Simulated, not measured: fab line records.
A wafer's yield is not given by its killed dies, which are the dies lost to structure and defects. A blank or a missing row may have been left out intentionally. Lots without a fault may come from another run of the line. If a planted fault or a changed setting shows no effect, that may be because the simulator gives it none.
Which tool was responsible? ; flow sky130 ; 18 wafers from 6 lots sampled at 3 of the route's 708 steps

== WHAT EACH GAUGE READ, for each wafer ==
SKY_LI_CONTACT_THK_MEAS_01.
lot;measured;on;LI_CONTACT_HDPCVD_THK (nm)
L250;day 30 01:01;film metro-02;941 930 932
L257;day 32 01:56;film metro-01;936 919 929
L260;day 33 00:42;film metro-01;919 923 925
L262;day 33 16:10;film metro-04;915 914 912
L265;day 34 14:10;film metro-04;923 926 926
L267;day 35 05:42;film metro-01;928 922 918

== EACH LOT AND THE TOOL THAT RAN IT (in order: tool; ch and the chambers of the sampled wafers; start) ==
lot;SKY_SD_N_COAT_02;SKY_SD_N_STRIP_11
L250;litho track-03 ch 0, day 29 09:20;plasma asher-01 ch 0,1, day 30 00:05
L257;litho track-01 ch 0, day 31 10:53;plasma asher-03 ch 0,1, day 32 01:05
L260;litho track-03 ch 0, day 32 09:47;plasma asher-01 ch 0,1, day 32 23:47
L262;litho track-04 ch 0, day 33 01:09;plasma asher-01 ch 0,1, day 33 15:13
L265;litho track-01 ch 0, day 34 00:05;plasma asher-04 ch 0,1, day 34 13:18
L267;litho track-01 ch 0, day 34 14:14;plasma asher-03 ch 0,1, day 35 04:50
- SKY_SD_N_COAT_02: resist thk 1140 nm.
- SKY_SD_N_STRIP_11: strips in O2/N2.

== THE ANSWER, worked out from the rows above alone ==
Rule: what is usual is taken from the lots themselves. The widest of any qualifying gaps counts: lots, ordered by their means at a reading, are off when they make up no more than a third of the lots, leave a main group of 4 or more, and stand apart from it by 3 or more times the standard deviation of that group's means. If all means in a main group match to the digits the tables above print for the reading, that group is not used. A lot without any number at a reading at which 4 lots or more have one is off too. Any other lot the step has rows for is counted as sound.
Nothing can be told from this: no lot is off at any reading shown.

== WHAT HAD BEEN PUT IN BY THE SIMULATOR ==
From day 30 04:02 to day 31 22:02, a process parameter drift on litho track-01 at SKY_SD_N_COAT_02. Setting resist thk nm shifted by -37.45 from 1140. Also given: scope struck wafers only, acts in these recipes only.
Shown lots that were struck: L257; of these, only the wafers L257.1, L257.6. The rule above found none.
